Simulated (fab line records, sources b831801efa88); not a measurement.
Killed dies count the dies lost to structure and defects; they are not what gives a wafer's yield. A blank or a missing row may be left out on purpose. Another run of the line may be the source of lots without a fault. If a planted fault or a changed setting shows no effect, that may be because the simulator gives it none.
The tool behind it: which one? -- flow sky130 -- 7 lots, 21 wafers sampled, at 2 steps of a route of 708

== WHAT EACH GAUGE READ, for each wafer ==
SKY_VIA4_THK_MEAS_01.
lot,measured,on,VIA4_HDPCVD_THK (nm)
L484,day 42 20:53,film_metro-03,1728 1741 1764
L485,day 43 08:04,film_metro-03,1771 1761 1768
L492,day 45 13:58,film_metro-01,1758 1755 1794
L494,day 45 20:18,film_metro-01,1782 1779 1761
L496,day 46 13:29,film_metro-01,1768 1739 1757
L501,day 47 10:23,film_metro-02,1756 1754 1761
L504,day 48 08:37,film_metro-02,1724 1792 1792

== TOOL THAT RAN EACH LOT (tool first, then ch and the chambers of the sampled wafers, then the start) ==
lot,SKY_VIA3_CLEAN_18
L484,"wet_bench-02 ch 3, day 40 18:47"
L485,"wet_bench-03 ch 3, day 41 06:11"
L492,"wet_bench-03 ch 1, day 43 14:51"
L494,"wet_bench-02 ch 1, day 43 21:23"
L496,"wet_bench-02 ch 1, day 44 14:00"
L501,"wet_bench-04 ch 0, day 45 13:22"
L504,"wet_bench-02 ch 0, day 46 13:42"
- SKY_VIA3_CLEAN_18: cleans in IPA, time 180 s.

== THE ANSWER, worked out from the rows above alone ==
Rule: the lots themselves supply what counts as usual. The widest of any qualifying gaps counts: lots, ordered by their means at a reading, are off when they make up no more than a third of the lots, leave a main group of 4 or more, and stand apart from it by 3 or more times the standard deviation of that group's means. If all means in a main group match to the digits the tables above print for the reading, that group is not used. A lot without any number at a reading at which 4 lots or more have one is off too. The other lots that the step has rows for count as sound.
None of the lots is off at any reading shown; this tells nothing.

== WHAT THE SIMULATOR PUT IN ==
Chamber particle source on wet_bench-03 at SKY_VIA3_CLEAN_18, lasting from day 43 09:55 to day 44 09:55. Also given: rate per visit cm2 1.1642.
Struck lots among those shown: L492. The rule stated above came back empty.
